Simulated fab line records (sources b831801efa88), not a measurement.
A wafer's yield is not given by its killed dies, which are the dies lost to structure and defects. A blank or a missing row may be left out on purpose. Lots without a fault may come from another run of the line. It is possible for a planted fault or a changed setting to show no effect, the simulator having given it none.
Matching of chambers | flow sfq_line | SFQ_TRILAYER_I7_CMP_CMP_184 on cmp-02: 4 sister chambers
The step polishes SiO2. 4 wafers are shown with their chamber, then 10 later ones without.

## EACH WAFER AND ITS CHAMBER
wafer  | chamber | motor_current_A (A)
L911.2 | 1       | 9.1
L912.4 | 0       | 10.5
L918.3 | 3       | 10.5
L918.2 | 2       | 10.0

## WAFERS WITHOUT THEIR CHAMBER
wafer  | motor_current_A (A)
L918.5 | 10.5
L919.2 | 9.1
L919.4 | 11.1
L919.5 | 9.0
L920.2 | 9.8
L920.1 | 10.1
L920.3 | 8.9
L921.1 | 8.7
L921.4 | 9.6
L921.5 | 9.3

## CHAMBER TAKEN BY EACH
wafer  | from the rows above               | in truth
L918.5 | can't be placed: 0 or 3 or 2      | 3
L919.2 | 1                                 | 1
L919.4 | can't be placed: 0 or 3 or 2      | 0
L919.5 | 1                                 | 1
L920.2 | can't be placed: 2 or 0 or 3 or 1 | 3
L920.1 | can't be placed: 2 or 0 or 3      | 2
L920.3 | 1                                 | 1
L921.1 | 1                                 | 1
L921.4 | can't be placed: 2 or 1 or 0 or 3 | 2
L921.5 | can't be placed: 1 or 2           | 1
Correct placement for 4 of the 10. These rows do not allow placing 6 (true chamber among the candidates in 6). Number placed wrongly: 0.
How it was worked out, from the rows above alone: a wafer's distance from a chamber is the root of the sum, over the readings, of the square of ((its reading less the chamber's mean) divided by the reading's scatter). The wafer belongs to the nearest chamber; if the next one is less than 2 further off, it can't be placed. Each chamber's mean is taken over the wafers shown for it. The scatter (one wafer shown for each chamber): square how far every hidden wafer sits from the nearest shown wafer, average those squares and take the square root.
